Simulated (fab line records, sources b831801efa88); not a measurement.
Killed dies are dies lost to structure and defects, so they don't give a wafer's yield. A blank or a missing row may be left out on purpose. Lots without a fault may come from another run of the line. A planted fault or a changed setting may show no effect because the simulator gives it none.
Chamber matching | flow gf180mcu | GF_V5_CMP_26 on cmp-01: 4 sister chambers
The step polishes, stops on SiO2, t overpolish 15 s, target thk 0 nm. 15 wafers are shown with their chamber, then 7 later ones without.

WAFERS WITH THEIR CHAMBER
wafer  | chamber | motor_current_A (A) | time_to_endpoint_s (s)
L358.2 | 0       | 11.1                | 88
L358.4 | 3       | 10.2                | 85
L358.6 | 0       | 11.2                | 86
L359.2 | 2       | 11.1                | 88
L359.4 | 0       | 10.6                | 85
L359.6 | 3       | 9.9                 | 83
L360.1 | 0       | 11.8                | 83
L360.2 | 1       | 9.9                 | 80
L360.3 | 2       | 10.7                | 86
L363.1 | 1       | 9.1                 | 86
L363.5 | 2       | 11.2                | 95
L364.1 | 3       | 9.3                 | 83
L364.4 | 1       | 9.8                 | 85
L364.6 | 1       | 9.8                 | 86
L366.2 | 2       | 10.8                | 91

SIGNATURES (means of the wafers above)
reading            | chamber 0 | chamber 1 | chamber 2 | chamber 3 | scatter within a chamber
motor_current_A    | 11.175    | 9.650     | 10.950    | 9.800     | 0.396
time_to_endpoint_s | 85.50     | 84.25     | 90.00     | 83.67     | 2.8
Rule: a wafer's distance from a chamber is the root of the sum, over the readings, of the square of ((its reading less the chamber's mean) divided by the reading's scatter). The wafer belongs to the nearest chamber; if the next one is less than 2 further off, it can't be placed. The scatter: the root of (the sum of the squares of (reading less its chamber's mean) over the shown wafers, divided by (wafers less chambers)).

WAFERS WITHOUT THEIR CHAMBER
wafer  | motor_current_A (A) | time_to_endpoint_s (s)
L366.5 | 10.2                | 80
L377.1 | 10.6                | 87
L377.2 | 9.1                 | 79
L377.4 | 9.7                 | 79
L380.2 | 11.1                | 85
L380.4 | 9.7                 | 78
L380.5 | 11.2                | 87

WHICH CHAMBER EACH WENT THROUGH
wafer  | from the rows above               | in truth
L366.5 | can't be placed: 3 or 1 or 0      | 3
L377.1 | can't be placed: 2 or 0 or 3 or 1 | 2
L377.2 | can't be placed: 1 or 3           | 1
L377.4 | can't be placed: 3 or 1           | 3
L380.2 | can't be placed: 0 or 2           | 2
L380.4 | can't be placed: 3 or 1           | 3
L380.5 | can't be placed: 0 or 2           | 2
Placed correctly: 0 of 7. Can't be placed from these rows: 7 (the true chamber is among the candidates in 7). Placed wrongly: 0.
